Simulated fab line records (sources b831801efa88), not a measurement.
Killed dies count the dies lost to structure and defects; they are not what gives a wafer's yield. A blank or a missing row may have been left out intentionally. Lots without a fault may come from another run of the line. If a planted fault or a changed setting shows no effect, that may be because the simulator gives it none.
fab line records ; flow gf180mcu ; part 1 of 2: steps 1 to 26 of 35
record: lots: 5; wafers: 15; last-day: 32
route steps=602 shown STI@25 DNWELL@32 NWELL@42 LVPWELL@54
lots that met no fault: from a run of the same line without faults
start-h: start of the lot's first displayed wafer, in hours after the record's first day ; wait-h: hours elapsed since this lot's preceding step ; " identical to the entry in the row above ; L1.1+2: a row that stands for several wafers ; - no value present, or no start provided ; * or withheld: withheld ; < > ~ a bound
route shown NAME@n: a module of which the file shows steps, and the number in the route of the first ; usual: average and standard deviation across the fault-free wafers ; same: alike in all rows ; chamber/n: place in a boat ; sites: the reading at each site ; _std_site: their standard deviation ; _edge_site: outer sites' mean less inner sites' ; radius-mm: how far each site lies from the wafer's centre ; mask NAME#n: copy n ; behind: the tool/chamber that last shaped the wafer ; hold: why the lot was held/for how many hours/how that ended ; device: the n, p or np transistor that did not switch ; end of line: tests of these same wafers at the route's end ; step lacking rows: just its recipe ; killed: dies lost to structure and defects at the first sort, not the wafer's yield ; map: dies across one wafer; x = killed, . = not, _ = none there
set.NAME: setting as actually run; set.NAME@STEP: the setting as run at that earlier step ; model.NAME: the simulator's own value behind a step, which no gauge read
certain route steps with their lots: each step a table, each wafer a row
services: from which hour (start-h, from the record's first day; less than 0 if before it) a tool's chamber was out of use, for how many hours, and why
== steps ==
step: GF_STI_THK_MEAS_24
recipe: reads: SiO2_of_STI_CVD_23
usual: STI_CVD_23_THK: 649/5.9
lot.wafer;tool;chamber;start-h;wait-h;STI_CVD_23_THK[nm]
L076.1;film-metro-04;-;37.83;0.0;664
L076.3;film-metro-04;-;37.83;0.0;647
L076.4;film-metro-04;-;37.83;0.0;657
L077.2;film-metro-04;-;43.13;0.0;648
L077.4;film-metro-04;-;43.13;0.0;645
L077.5;film-metro-04;-;43.13;0.0;644
L078.1;film-metro-04;-;47.66;0.0;649
L078.3;film-metro-04;-;47.66;0.0;643
L078.4;film-metro-04;-;47.66;0.0;644
L085.3;film-metro-04;-;84.01;0.1;649
L085.4;film-metro-04;-;84.01;0.1;653
L085.6;film-metro-04;-;84.01;0.1;652
L088.1;film-metro-02;-;100.40;0.1;646
L088.2;film-metro-02;-;100.40;0.1;647
L088.3;film-metro-02;-;100.40;0.1;651
step: GF_STI_CMP_25
recipe: stop-on: Si3N4; t-overpolish-s: 33; down-force-psi: 4; platen-rpm: 60; target-thk-nm: 524.6; pad-velocity-m-s: 0.94248
usual: motor-current-A: 12.1/0.71; overpolish-run-s: 32.999/0.0088; platen-rpm: 60.00/0.043; time-to-endpoint-s: 122/6.1
lot.wafer;tool;chamber;start-h;wait-h;motor-current-A;overpolish-run-s;platen-rpm;time-to-endpoint-s
L076.1;cmp-01;0;38.12;0.3;13.2;33.007;59.94;133
L076.3;cmp-01;1;38.12;0.3;11.0;32.991;59.95;130
L076.4;cmp-01;2;38.12;0.3;12.2;32.996;59.99;129
L077.2;cmp-01;3;43.18;0.0;12.2;32.977;60.04;128
L077.4;cmp-01;0;43.18;0.0;13.4;32.990;60.03;131
L077.5;cmp-01;3;43.18;0.0;12.5;32.989;60.02;131
L078.1;cmp-01;3;47.77;0.1;11.6;32.979;60.00;127
L078.3;cmp-01;0;47.77;0.1;13.4;33.017;60.02;131
L078.4;cmp-01;1;47.77;0.1;11.4;33.000;59.98;124
L085.3;cmp-02;2;84.15;0.1;10.7;33.019;60.06;123
L085.4;cmp-02;3;84.15;0.1;12.1;33.004;59.92;124
L085.6;cmp-02;0;84.15;0.1;11.7;33.001;60.00;118
L088.2;cmp-02;3;100.46;0.0;11.9;32.983;59.98;122
L088.3;cmp-02;1;100.46;0.0;12.1;32.990;59.99;120
L088.1;cmp-02;2;100.46;0.0;10.5;32.996;60.05;121
step: GF_STI_WET_ETCH_26
recipe: chemistry: dHF; target-depth-nm: 94; target: SiO2; temp-c: 25; dilution: 10:1; time-s: 188
lot.wafer;tool;chamber;start-h;wait-h
L076.1+3+4;wet-bench-03;3;38.37;0.2
L077.2+4+5;wet-bench-02;2;43.48;0.2
L078.1+3+4;wet-bench-04;1;48.02;0.2
L085.3+4+6;wet-bench-02;2;84.35;0.1
L088.1+2+3;wet-bench-02;1;100.76;0.1
step: GF_STI_WET_ETCH_27
recipe: chemistry: H3PO4; target-depth-nm: 160; target: Si3N4; temp-c: 160; time-s: 1825
lot.wafer;tool;chamber;start-h;wait-h
L076.1+3+4;wet-bench-02;3;38.43;0.0
L077.2+4+5;wet-bench-03;3;43.54;0.0
L078.1+3+4;wet-bench-03;3;48.08;0.0
L085.3+4+6;wet-bench-03;0;84.42;0.0
L088.1+2+3;wet-bench-04;0;100.82;0.0
step: GF_STI_WET_ETCH_28
recipe: chemistry: dHF; target-depth-nm: 20; dry: ipa-marangoni; target: SiO2; temp-c: 25; dilution: 10:1; time-s: 40
lot.wafer;tool;chamber;start-h;wait-h
L076.1+3+4;wet-bench-03;2;38.99;0.0
L077.2+4+5;wet-bench-04;0;44.05;0.0
L078.1+3+4;wet-bench-02;0;48.60;0.0
L085.3+4+6;wet-bench-02;1;84.98;0.0
L088.1+2+3;wet-bench-02;1;101.34;0.0
step: GF_STI_OXIDATION_29
recipe: temp-c: 900; ambient: O2; stabilise-s: 600; purge-s: 300; target-thk-a: 100; ox-time-s: 1418
usual: spike-tc-lower-C: 900.1/0.99; tube-center-temp-C: 900/0.08; zone-power-centre-pct: 18.6/1.1
lot.wafer;tool;chamber;start-h;wait-h;spike-tc-lower-C;tube-center-temp-C;zone-power-centre-pct
L076.1;furnace-01;0;39.01;0.0;899.7;899.9;19.7
L076.3;furnace-01;0;39.01;0.0;901.3;900.11;19.8
L076.4;furnace-01;0;39.01;0.0;900.7;900.06;20.2
L077.2;furnace-02;0;44.07;0.0;900.2;900.18;17.4
L077.4;furnace-02;0;44.07;0.0;899.4;899.92;17.4
L077.5;furnace-02;0;44.07;0.0;898.2;900.02;17.9
L078.1;furnace-02;0;50.22;1.6;900.4;900;17.8
L078.3;furnace-02;0;50.22;1.6;896.5;900.09;17.6
L078.4;furnace-02;0;50.22;1.6;900.9;899.93;17.8
L085.3;furnace-02;0;85.87;0.9;899.2;900.05;17.8
L085.4;furnace-02;0;85.87;0.9;899.4;899.87;17.6
L085.6;furnace-02;0;85.87;0.9;900.8;899.9;17.8
L088.1;furnace-02;0;101.62;0.3;899.8;899.97;17.8
L088.2;furnace-02;0;101.62;0.3;900.5;899.97;17.7
L088.3;furnace-02;0;101.62;0.3;901.2;899.83;17.9
step: GF_STI_THK_MEAS_30
recipe: reads: SiO2_of_STI_OXIDATION_29
usual: STI_OXIDATION_02_THK: 9.90/0.19
lot.wafer;tool;chamber;start-h;wait-h;STI_OXIDATION_02_THK[nm]
L076.1;film-metro-02;-;40.40;0.0;9.75
L076.3;film-metro-02;-;40.40;0.0;9.77
L076.4;film-metro-02;-;40.40;0.0;9.77
L077.2;film-metro-01;-;45.47;0.0;9.84
L077.4;film-metro-01;-;45.47;0.0;9.93
L077.5;film-metro-01;-;45.47;0.0;9.84
L078.1;film-metro-01;-;51.62;0.0;10.30
L078.3;film-metro-01;-;51.62;0.0;10.20
L078.4;film-metro-01;-;51.62;0.0;10.23
L085.3;film-metro-04;-;87.29;0.0;10.06
L085.4;film-metro-04;-;87.29;0.0;9.91
L085.6;film-metro-04;-;87.29;0.0;9.97
L088.1;film-metro-04;-;103.01;0.0;9.86
L088.2;film-metro-04;-;103.01;0.0;9.96
L088.3;film-metro-04;-;103.01;0.0;10.00
step: GF_DNWELL_DEHYDRATE_00
recipe: temp-c: 200; time-s: 60
usual: exhaust-pa: 44.9/0.82; plate-temp-C: 199.98/0.15
lot.wafer;tool;chamber;start-h;wait-h;exhaust-pa;plate-temp-C
L076.1;litho-track-04;0;45.76;5.3;42.8;199.85
L076.3;litho-track-04;0;45.76;5.3;44.8;199.90
L076.4;litho-track-04;0;45.76;5.3;44.1;200.04
L077.2;litho-track-03;0;51.25;5.8;44.5;199.78
L077.4;litho-track-03;0;51.25;5.8;45.1;199.73
L077.5;litho-track-03;0;51.25;5.8;44.5;199.87
L078.1;litho-track-03;0;57.48;5.9;46.8;200.00
L078.3;litho-track-03;0;57.48;5.9;45.8;200.00
L078.4;litho-track-03;0;57.48;5.9;45.7;200.13
L085.3;litho-track-01;0;93.66;6.4;46.8;199.84
L085.4;litho-track-01;0;93.66;6.4;45.9;200.09
L085.6;litho-track-01;0;93.66;6.4;45.7;199.86
L088.1;litho-track-04;0;109.86;6.8;46.0;199.88
L088.2;litho-track-04;0;109.86;6.8;44.7;200.24
L088.3;litho-track-04;0;109.86;6.8;46.3;200.09
step: GF_DNWELL_HMDS_01
recipe: prime-time-s: 60; prime-temp-c: 120
usual: exhaust-pa: 44.9/0.88
lot.wafer;tool;chamber;start-h;wait-h;exhaust-pa
L076.1;litho-track-04;0;45.91;0.1;44.5
L076.3;litho-track-04;0;45.91;0.1;46.4
L076.4;litho-track-04;0;45.91;0.1;43.4
L077.2;litho-track-03;0;51.40;0.1;44.9
L077.4;litho-track-03;0;51.40;0.1;46.0
L077.5;litho-track-03;0;51.40;0.1;46.2
L078.1;litho-track-03;0;57.63;0.1;46.9
L078.3;litho-track-03;0;57.63;0.1;44.7
L078.4;litho-track-03;0;57.63;0.1;44.7
L085.3;litho-track-01;0;93.81;0.1;44.3
L085.4;litho-track-01;0;93.81;0.1;43.3
L085.6;litho-track-01;0;93.81;0.1;43.4
L088.1;litho-track-04;0;110.01;0.1;44.9
L088.2;litho-track-04;0;110.01;0.1;45.1
L088.3;litho-track-04;0;110.01;0.1;44.0
step: GF_DNWELL_COAT_02
recipe: spin-rpm: 2000; resist-thk-nm: 3000
usual: exhaust-pa: 45.0/0.82
lot.wafer;tool;chamber;start-h;wait-h;exhaust-pa
L076.1;litho-track-04;0;46.06;0.1;45.5
L076.3;litho-track-04;0;46.06;0.1;46.0
L076.4;litho-track-04;0;46.06;0.1;45.1
L077.2;litho-track-03;0;51.55;0.1;45.2
L077.4;litho-track-03;0;51.55;0.1;45.5
L077.5;litho-track-03;0;51.55;0.1;45.4
L078.1;litho-track-03;0;57.78;0.1;45.2
L078.3;litho-track-03;0;57.78;0.1;45.2
L078.4;litho-track-03;0;57.78;0.1;45.4
L085.3;litho-track-01;0;93.96;0.1;44.9
L085.4;litho-track-01;0;93.96;0.1;44.7
L085.6;litho-track-01;0;93.96;0.1;44.6
L088.1;litho-track-04;0;110.16;0.1;46.1
L088.2;litho-track-04;0;110.16;0.1;46.0
L088.3;litho-track-04;0;110.16;0.1;45.6
step: GF_DNWELL_SOFTBAKE_03
recipe: temp-c: 110; time-s: withheld
usual: exhaust-pa: 44.9/1; plate-temp-C: 109.99/0.13
lot.wafer;tool;chamber;start-h;wait-h;exhaust-pa;plate-temp-C
L076.1;litho-track-04;0;46.21;0.1;44.6;110.02
L076.3;litho-track-04;0;46.21;0.1;45.8;109.87
L076.4;litho-track-04;0;46.21;0.1;44.5;109.96
L077.2;litho-track-03;0;51.71;0.1;45.9;110.31
L077.4;litho-track-03;0;51.71;0.1;45.7;110.10
L077.5;litho-track-03;0;51.71;0.1;45.7;110.16
L078.1;litho-track-03;0;57.93;0.1;44.9;109.87
L078.3;litho-track-03;0;57.93;0.1;45.1;109.89
L078.4;litho-track-03;0;57.93;0.1;45.0;109.89
L085.3;litho-track-01;0;94.13;0.1;45.8;110.04
L085.4;litho-track-01;0;94.13;0.1;44.5;109.94
L085.6;litho-track-01;0;94.13;0.1;45.9;109.73
L088.1;litho-track-04;0;110.31;0.1;43.0;109.99
L088.2;litho-track-04;0;110.31;0.1;44.8;109.98
L088.3;litho-track-04;0;110.31;0.1;44.1;109.92
step: GF_DNWELL_EXPOSE_04
recipe: mask-id: DNWELL; target-cd-nm: 1700; na: 0.6; source-shape: conventional; sigma-outer: 0.6; dose-mj: 260
usual: stage-vel-mm-s: 499.99/0.22
lot.wafer;tool;chamber;start-h;wait-h;mask;stage-vel-mm-s
L076.1;iline-stepper-01;0;-;-;DNWELL#0;499.83
L076.3;iline-stepper-01;0;-;-;DNWELL#0;500.02
L076.4;iline-stepper-01;0;-;-;DNWELL#0;499.62
L077.2;iline-stepper-01;0;-;-;DNWELL#0;499.98
L077.4;iline-stepper-01;0;-;-;DNWELL#0;499.95
L077.5;iline-stepper-01;0;-;-;DNWELL#0;499.72
L078.1;iline-stepper-02;0;-;-;DNWELL#0;500.47
L078.3;iline-stepper-02;0;-;-;DNWELL#0;500.05
L078.4;iline-stepper-02;0;-;-;DNWELL#0;499.92
L085.3;iline-stepper-01;0;-;-;DNWELL#0;499.98
L085.4;iline-stepper-01;0;-;-;DNWELL#0;500.09
L085.6;iline-stepper-01;0;-;-;DNWELL#0;500.07
L088.1;iline-stepper-02;0;-;-;DNWELL#0;500.33
L088.2;iline-stepper-02;0;-;-;DNWELL#0;500.25
L088.3;iline-stepper-02;0;-;-;DNWELL#0;500.24
step: GF_DNWELL_PEB_05
recipe: temp-c: 115; time-s: withheld
usual: exhaust-pa: 45.0/0.96; plate-temp-C: 115.00/0.12
lot.wafer;tool;chamber;start-h;wait-h;exhaust-pa;plate-temp-C
L076.1;litho-track-04;0;-;-;44.6;115.01
L076.3;litho-track-04;0;-;-;45.1;115.15
L076.4;litho-track-04;0;-;-;44.5;115.03
L077.2;litho-track-03;0;-;-;42.5;115.11
L077.4;litho-track-03;0;-;-;44.2;115.23
L077.5;litho-track-03;0;-;-;44.0;115.28
L078.1;litho-track-04;0;-;-;44.1;115.00
L078.3;litho-track-04;0;-;-;45.0;115.07
L078.4;litho-track-04;0;-;-;46.5;114.82
L085.3;litho-track-04;0;-;-;45.7;115.02
L085.4;litho-track-04;0;-;-;46.4;115.12
L085.6;litho-track-04;0;-;-;45.2;114.90
L088.1;litho-track-04;0;-;-;44.6;114.91
L088.2;litho-track-04;0;-;-;45.7;114.99
L088.3;litho-track-04;0;-;-;46.8;114.94
step: GF_DNWELL_DEVELOP_06
recipe: wall-angle-deg: 90; develop-time-s: 60; dev-temp-c: 23
usual: exhaust-pa: 44.9/0.92
lot.wafer;tool;chamber;start-h;wait-h;exhaust-pa
L076.1;litho-track-04;0;-;-;45.7
L076.3;litho-track-04;0;-;-;46.0
L076.4;litho-track-04;0;-;-;45.4
L077.2;litho-track-03;0;-;-;45.2
L077.4;litho-track-03;0;-;-;44.9
L077.5;litho-track-03;0;-;-;44.9
L078.1;litho-track-04;0;-;-;45.0
L078.3;litho-track-04;0;-;-;44.9
L078.4;litho-track-04;0;-;-;44.6
L085.3;litho-track-04;0;-;-;46.2
L085.4;litho-track-04;0;-;-;44.9
L085.6;litho-track-04;0;-;-;44.2
L088.1;litho-track-04;0;-;-;45.5
L088.2;litho-track-04;0;-;-;44.9
L088.3;litho-track-04;0;-;-;45.7
step: GF_DNWELL_IMPLANT_07
recipe: species: P; energy-kev: 1500; dose-cm2: 1e+13; tilt-deg: 0
same: implant-ion-amu: 31
lot.wafer;tool;chamber;start-h;wait-h
L076.1+3+4;implanter-04;0;52.31;-
L077.2+4+5;implanter-02;0;58.50;-
L078.1+3+4;implanter-04;0;64.61;-
L085.3+4+6;implanter-04;0;101.16;-
L088.1+2+3;implanter-02;0;117.76;-
step: GF_DNWELL_STRIP_08
recipe: chemistry: O2/N2; power-w: 1400; pressure-mtorr: 1500; platen-temp-c: 250; o2-flow-sccm: 3000; n2-flow-sccm: 300; overash-fraction: 0.5
usual: drypump-motor-current-A: 5.55/0.27; heater-power-w: 317/18; oes-product-au: 0.723/0.0045; strip-time-to-endpoint-s: 37.04/0.091
lot.wafer;tool;chamber;start-h;wait-h;drypump-motor-current-A;heater-power-w;oes-product-au;rf-hours-counter-h;strip-time-to-endpoint-s
L076.1;plasma-asher-01;0;52.46;0.1;6.03;319;0.735;38;37.15
L076.3;plasma-asher-01;0;52.46;0.1;5.97;316;0.717;-;37.23
L076.4;plasma-asher-01;1;52.46;0.1;5.60;308;0.716;-;37.11
L077.2;plasma-asher-04;1;58.63;0.1;5.24;321;0.720;26;36.97
L077.4;plasma-asher-04;0;58.63;0.1;5.32;306;0.722;-;37.04
L077.5;plasma-asher-04;0;58.63;0.1;5.28;307;0.729;-;36.96
L078.1;plasma-asher-01;1;64.76;0.1;5.62;303;0.721;39;36.90
L078.3;plasma-asher-01;1;64.76;0.1;5.62;301;0.726;-;36.91
L078.4;plasma-asher-01;0;64.76;0.1;5.99;315;0.725;-;36.95
L085.3;plasma-asher-02;1;101.29;0.1;5.27;334;0.725;-;37.00
L085.4;plasma-asher-02;0;101.29;0.1;5.62;287;0.725;-;37.04
L085.6;plasma-asher-02;1;101.29;0.1;5.26;340;0.727;-;36.95
L088.1;plasma-asher-02;1;117.91;0.1;5.26;356;0.722;0;37.12
L088.2;plasma-asher-02;0;117.91;0.1;5.61;314;0.713;0;36.95
L088.3;plasma-asher-02;0;117.91;0.1;5.59;309;0.720;-;37.00
step: GF_DNWELL_TW_MEAS_09
usual: DNWELL_TW: 1345/12
lot.wafer;tool;chamber;start-h;wait-h;DNWELL_TW
L076.1;film-metro-02;-;52.56;0.1;1333
L076.3;film-metro-02;-;52.56;0.1;1339
L076.4;film-metro-02;-;52.56;0.1;1340
L077.2;film-metro-02;-;58.74;0.1;1348
L077.4;film-metro-02;-;58.74;0.1;1343
L077.5;film-metro-02;-;58.74;0.1;1340
L078.1;film-metro-03;-;64.86;0.1;1364
L078.3;film-metro-03;-;64.86;0.1;1369
L078.4;film-metro-03;-;64.86;0.1;1363
L085.3;film-metro-02;-;101.38;0.1;1332
L085.4;film-metro-02;-;101.38;0.1;1328
L085.6;film-metro-02;-;101.38;0.1;1330
L088.1;film-metro-03;-;118.01;0.1;1355
L088.2;film-metro-03;-;118.01;0.1;1360
L088.3;film-metro-03;-;118.01;0.1;1361
step: GF_NWELL_DEHYDRATE_00
recipe: temp-c: 200; time-s: 60
usual: exhaust-pa: 44.9/0.87; plate-temp-C: 199.99/0.14
lot.wafer;tool;chamber;start-h;wait-h;exhaust-pa;plate-temp-C
L076.1;litho-track-04;0;58.81;6.2;44.5;200.14
L076.3;litho-track-04;0;58.81;6.2;45.4;199.97
L076.4;litho-track-04;0;58.81;6.2;46.7;200.08
L077.2;litho-track-01;0;64.59;5.8;43.8;200.20
L077.4;litho-track-01;0;64.59;5.8;44.7;200.02
L077.5;litho-track-01;0;64.59;5.8;43.2;200.11
L078.1;litho-track-01;0;70.71;5.8;44.8;200.22
L078.3;litho-track-01;0;70.71;5.8;45.1;199.54
L078.4;litho-track-01;0;70.71;5.8;45.6;199.94
L085.3;litho-track-01;0;107.96;6.6;45.2;199.88
L085.4;litho-track-01;0;107.96;6.6;46.8;199.78
L085.6;litho-track-01;0;107.96;6.6;45.9;199.96
L088.1;litho-track-01;0;124.91;6.9;45.7;200.08
L088.2;litho-track-01;0;124.91;6.9;45.3;200.05
L088.3;litho-track-01;0;124.91;6.9;45.1;200.05
step: GF_NWELL_HMDS_01
recipe: prime-time-s: 60; prime-temp-c: 120
usual: exhaust-pa: 45.0/0.93
lot.wafer;tool;chamber;start-h;wait-h;exhaust-pa
L076.1;litho-track-04;0;58.96;0.1;46.8
L076.3;litho-track-04;0;58.96;0.1;46.5
L076.4;litho-track-04;0;58.96;0.1;48.0
L077.2;litho-track-01;0;64.74;0.1;44.7
L077.4;litho-track-01;0;64.74;0.1;44.8
L077.5;litho-track-01;0;64.74;0.1;45.0
L078.1;litho-track-01;0;70.86;0.1;45.2
L078.3;litho-track-01;0;70.86;0.1;44.7
L078.4;litho-track-01;0;70.86;0.1;45.3
L085.3;litho-track-01;0;108.11;0.1;45.0
L085.4;litho-track-01;0;108.11;0.1;44.5
L085.6;litho-track-01;0;108.11;0.1;46.2
L088.1;litho-track-01;0;125.06;0.1;44.5
L088.2;litho-track-01;0;125.06;0.1;43.3
L088.3;litho-track-01;0;125.06;0.1;43.4
step: GF_NWELL_COAT_02
recipe: spin-rpm: 2000; resist-thk-nm: 3000
usual: exhaust-pa: 44.9/0.89
lot.wafer;tool;chamber;start-h;wait-h;exhaust-pa
L076.1;litho-track-04;0;59.11;0.1;44.1
L076.3;litho-track-04;0;59.11;0.1;46.2
L076.4;litho-track-04;0;59.11;0.1;44.7
L077.2;litho-track-01;0;64.89;0.1;43.5
L077.4;litho-track-01;0;64.89;0.1;43.9
L077.5;litho-track-01;0;64.89;0.1;43.2
L078.1;litho-track-01;0;71.01;0.1;46.1
L078.3;litho-track-01;0;71.01;0.1;44.1
L078.4;litho-track-01;0;71.01;0.1;45.8
L085.3;litho-track-01;0;108.26;0.1;44.9
L085.4;litho-track-01;0;108.26;0.1;44.4
L085.6;litho-track-01;0;108.26;0.1;44.8
L088.1;litho-track-01;0;125.21;0.1;44.8
L088.2;litho-track-01;0;125.21;0.1;45.4
L088.3;litho-track-01;0;125.21;0.1;45.3
step: GF_NWELL_SOFTBAKE_03
recipe: temp-c: 110; time-s: withheld
usual: exhaust-pa: 44.9/0.87; plate-temp-C: 110.01/0.12
lot.wafer;tool;chamber;start-h;wait-h;exhaust-pa;plate-temp-C
L076.1;litho-track-04;0;59.26;0.1;45.2;110.07
L076.3;litho-track-04;0;59.26;0.1;45.5;110.16
L076.4;litho-track-04;0;59.26;0.1;45.3;110.22
L077.2;litho-track-01;0;65.05;0.1;44.1;110.09
L077.4;litho-track-01;0;65.05;0.1;45.5;109.97
L077.5;litho-track-01;0;65.05;0.1;46.2;109.97
L078.1;litho-track-01;0;71.16;0.1;45.2;110.12
L078.3;litho-track-01;0;71.16;0.1;43.9;110.14
L078.4;litho-track-01;0;71.16;0.1;44.4;110.11
L085.3;litho-track-01;0;108.43;0.1;47.2;110.00
L085.4;litho-track-01;0;108.43;0.1;46.1;110.10
L085.6;litho-track-01;0;108.43;0.1;45.7;110.08
L088.1;litho-track-01;0;125.36;0.1;45.2;110.02
L088.2;litho-track-01;0;125.36;0.1;45.7;110.00
L088.3;litho-track-01;0;125.36;0.1;45.7;110.14
step: GF_NWELL_EXPOSE_04
recipe: mask-id: Nwell; target-cd-nm: 860; na: 0.6; source-shape: conventional; sigma-outer: 0.6; dose-mj: 260
usual: stage-vel-mm-s: 500.05/0.26
lot.wafer;tool;chamber;start-h;wait-h;mask;stage-vel-mm-s
L076.1;iline-stepper-02;0;-;-;Nwell#0;499.99
L076.3;iline-stepper-02;0;-;-;Nwell#0;500.11
L076.4;iline-stepper-02;0;-;-;Nwell#0;500.14
L077.2;iline-stepper-02;0;-;-;Nwell#0;500.34
L077.4;iline-stepper-02;0;-;-;Nwell#0;499.95
L077.5;iline-stepper-02;0;-;-;Nwell#0;500.28
L078.1;iline-stepper-01;0;-;-;Nwell#0;500.16
L078.3;iline-stepper-01;0;-;-;Nwell#0;500.05
L078.4;iline-stepper-01;0;-;-;Nwell#0;500.01
L085.3;iline-stepper-02;0;-;-;Nwell#0;500.18
L085.4;iline-stepper-02;0;-;-;Nwell#0;499.89
L085.6;iline-stepper-02;0;-;-;Nwell#0;500.11
L088.1;iline-stepper-01;0;-;-;Nwell#0;500.04
L088.2;iline-stepper-01;0;-;-;Nwell#0;499.91
L088.3;iline-stepper-01;0;-;-;Nwell#0;500.05
step: GF_NWELL_PEB_05
recipe: temp-c: 115; time-s: withheld
usual: exhaust-pa: 44.9/0.78; plate-temp-C: 114.97/0.14
lot.wafer;tool;chamber;start-h;wait-h;exhaust-pa;plate-temp-C
L076.1;litho-track-01;0;-;-;47.2;115.04
L076.3;litho-track-01;0;-;-;44.6;115.08
L076.4;litho-track-01;0;-;-;44.9;115.21
L077.2;litho-track-01;0;-;-;45.9;114.95
L077.4;litho-track-01;0;-;-;45.9;114.83
L077.5;litho-track-01;0;-;-;46.5;114.87
L078.1;litho-track-02;0;-;-;44.1;115.00
L078.3;litho-track-02;0;-;-;44.7;115.03
L078.4;litho-track-02;0;-;-;44.0;114.99
L085.3;litho-track-04;0;-;-;44.4;114.94
L085.4;litho-track-04;0;-;-;44.5;114.77
L085.6;litho-track-04;0;-;-;44.5;115.25
L088.1;litho-track-04;0;-;-;44.9;115.01
L088.2;litho-track-04;0;-;-;43.3;115.10
L088.3;litho-track-04;0;-;-;45.2;115.13
step: GF_NWELL_DEVELOP_06
recipe: wall-angle-deg: 90; develop-time-s: 60; dev-temp-c: 23
usual: exhaust-pa: 44.9/0.93
lot.wafer;tool;chamber;start-h;wait-h;exhaust-pa
L076.1;litho-track-01;0;-;-;44.5
L076.3;litho-track-01;0;-;-;45.1
L076.4;litho-track-01;0;-;-;45.0
L077.2;litho-track-01;0;-;-;45.0
L077.4;litho-track-01;0;-;-;44.7
L077.5;litho-track-01;0;-;-;44.5
L078.1;litho-track-02;0;-;-;43.7
L078.3;litho-track-02;0;-;-;44.7
L078.4;litho-track-02;0;-;-;45.4
L085.3;litho-track-04;0;-;-;44.3
L085.4;litho-track-04;0;-;-;44.4
L085.6;litho-track-04;0;-;-;43.2
L088.1;litho-track-04;0;-;-;44.9
L088.2;litho-track-04;0;-;-;43.2
L088.3;litho-track-04;0;-;-;43.9
step: GF_NWELL_OVL_MEAS_07
usual: NWELL_OVL: -0.6/1.7
lot.wafer;tool;chamber;start-h;wait-h;NWELL_OVL[nm]
L076.1;overlay-01;-;65.91;-;-0.3
L076.3;overlay-01;-;65.91;-;1.1
L076.4;overlay-01;-;65.91;-;0.7
L077.2;overlay-01;-;71.72;-;3.6
L077.4;overlay-01;-;71.72;-;1.6
L077.5;overlay-01;-;71.72;-;4.6
L078.1;overlay-01;-;78.03;-;-1.9
L078.3;overlay-01;-;78.03;-;-1.3
L078.4;overlay-01;-;78.03;-;-2.2
L085.3;overlay-02;-;116.42;-;0.4
L085.4;overlay-02;-;116.42;-;1.3
L085.6;overlay-02;-;116.42;-;0.5
L088.1;overlay-02;-;132.46;-;-1.8
L088.2;overlay-02;-;132.46;-;-1.7
L088.3;overlay-02;-;132.46;-;-1.6
step: GF_NWELL_IMPLANT_08
recipe: species: P; energy-kev: 450; dose-cm2: 1.5e+13; tilt-deg: 0
same: implant-ion-amu: 31
lot.wafer;tool;chamber;start-h;wait-h
L076.1+3+4;implanter-02;0;65.95;0.0
L077.2+4+5;implanter-02;0;71.78;0.0
L078.1+3+4;implanter-02;0;78.06;0.0
L085.3+4+6;implanter-01;0;116.50;0.1
L088.1+2+3;implanter-02;0;132.50;0.0
